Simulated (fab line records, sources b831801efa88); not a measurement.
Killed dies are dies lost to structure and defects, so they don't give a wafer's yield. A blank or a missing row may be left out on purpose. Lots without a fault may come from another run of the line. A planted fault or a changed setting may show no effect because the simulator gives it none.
Chamber matching | flow sky130 | SKY_CONTACT_ETCH_16 on rie_diel-03: 4 sister chambers
The step etches BARC in N2/H2, stops on SiO2, time 45.9 s, target depth 60 nm. 8 wafers are shown with their chamber, then 9 later ones without.

WAFERS WITH THEIR CHAMBER
wafer  | chamber | oes_product_au (a.u.) | bias_w (W)
L084.5 | 2       | 0.857                 | 100.2
L086.4 | 1       | 0.855                 | 100.0
L091.2 | 3       | 0.855                 | 100.0
L091.3 | 0       | 0.858                 | 99.9
L091.6 | 1       | 0.850                 | 100.4
L094.1 | 3       | 0.846                 | 99.7
L094.3 | 0       | 0.858                 | 100.4
L094.5 | 2       | 0.851                 | 99.6

WAFERS WITHOUT THEIR CHAMBER
wafer  | oes_product_au (a.u.) | bias_w (W)
L093.1 | 0.856                 | 100.3
L093.2 | 0.851                 | 100.0
L093.4 | 0.849                 | 99.8
L095.2 | 0.853                 | 99.8
L095.3 | 0.855                 | 100.3
L095.5 | 0.860                 | 99.6
L096.1 | 0.855                 | 99.8
L096.2 | 0.861                 | 99.9
L096.4 | 0.851                 | 100.0

WHICH CHAMBER EACH WENT THROUGH
wafer  | from the rows above               | in truth
L093.1 | can't be placed: 0 or 1 or 2 or 3 | 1
L093.2 | can't be placed: 3 or 1 or 2 or 0 | 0
L093.4 | can't be placed: 3 or 2 or 1      | 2
L095.2 | can't be placed: 2 or 3 or 1 or 0 | 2
L095.3 | can't be placed: 1 or 0 or 2 or 3 | 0
L095.5 | can't be placed: 2 or 0 or 3 or 1 | 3
L096.1 | can't be placed: 2 or 3 or 0 or 1 | 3
L096.2 | can't be placed: 0 or 2 or 1 or 3 | 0
L096.4 | can't be placed: 3 or 1 or 2 or 0 | 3
Placed correctly: 0 of 9. Can't be placed from these rows: 9 (the true chamber is among the candidates in 9). Placed wrongly: 0.
How it was worked out, from the rows above alone: a wafer's distance from a chamber is the root of the sum, over the readings, of the square of ((its reading less the chamber's mean) divided by the reading's scatter). The wafer belongs to the nearest chamber; if the next one is less than 2 further off, it can't be placed. A chamber's mean is the mean of its shown wafers. The scatter: the root of (the sum of the squares of (reading less its chamber's mean) over the shown wafers, divided by (wafers less chambers)).
